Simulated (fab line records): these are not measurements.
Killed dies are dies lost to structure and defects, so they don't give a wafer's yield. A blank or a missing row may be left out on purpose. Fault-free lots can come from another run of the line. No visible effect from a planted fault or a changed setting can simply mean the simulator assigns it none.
The same fault as seen by 2 desks ; flow gf180mcu ; numbers are kept per desk, each desk with only its own; the story behind them comes last

## THE METROLOGY DESK
Lot by lot, what the gauges showed, no matter which tool ran the lot: averages of those sampled wafers that carry a number. Any lot whose mean is over 4 standard deviations away from the usual mean is out of limits and marked OUT; that distance is given in the brackets.
Columns: A = V3_BOW at GF_V3_BOW_MEAS_05, usual 119 um; B = V3_W_THK at GF_V3_THK_MEAS_25, usual 362 nm
lot;first seen here;A;B
L172;day 21 12:38;107;363
L174;day 22 00:56;122;359
L176;day 22 20:10;115;368
L178;day 23 16:36;130;368
L181;day 25 03:30;114;355
L187;day 26 18:52;104;361
L188;day 27 05:41;119;357
L189;day 27 07:10;128;361
L190;day 27 12:14;120;375
L191;day 27 18:43;120;360
L192;day 28 00:13;121;366
L194;day 28 13:17;115;359
L195;day 28 23:20;123;356
This desk's verdict: no lot among the 13 shows anything out of limits.

## FOR THE TOOL OWNER'S DESK: cmp-02
The tool's own readings at GF_V3_CMP_26 (polishes, stops on SiO2, t overpolish 15 s, target thk 0 nm): means of the sampled wafers that have a number, for each lot that ran on this tool. Any lot whose mean is over 4 standard deviations away from the usual mean is out of limits and marked OUT; that distance is given in the brackets.
Columns: A = motorCurrentA at GF_V3_CMP_26, usual 11.5 A; B = overpolishRunS at GF_V3_CMP_26, usual 14.999 s; C = slurryFilterDpKPa at GF_V3_CMP_26, usual 13.51 kPa; D = timeToEndpointS at GF_V3_CMP_26, usual 83 s
lot;first seen here;A;B;C;D
L176;day 23 19:52;11.0;15.005;13.45;85
L178;day 24 16:02;10.9;14.998;13.48;80
L181;day 26 01:43;11.8;10.014 (-99 or more) OUT;13.30;95
L188;day 28 03:20;10.3;14.996;13.53;78
L189;day 28 04:34;11.2;14.996;13.52;82
L191;day 28 15:52;11.4;14.998;13.60;81
L192;day 28 21:07;11.8;14.999;13.47;81
L194;day 29 09:07;11.3;15.001;13.55;79
L195;day 29 19:47;10.8;14.997;13.44;82
This desk finds L181 out of limits, L181 being first, at day 26 01:43 (overpolishRunS at GF_V3_CMP_26). L176, L178, L188, L189, L191, L192, L194, L195 stayed within limits.

## BROUGHT TOGETHER
The tool owner's desk had the chance to raise an alarm at day 26 01:43 on L181.
From the metrology desk's view, nothing was out of limits.
The metrology desk has L181 on record, within its limits.
GF_V3_CMP_26 was run on cmp-02 by each of the lots named.

## WHAT THE SIMULATOR HAD PUT IN
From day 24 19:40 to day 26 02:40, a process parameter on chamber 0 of cmp-02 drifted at GF_V3_CMP_26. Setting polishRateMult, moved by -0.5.
Lots struck among those shown: L181.
Time in hours from fault onset to the first out-of-limits reading at each desk: the tool owner's desk, 30.
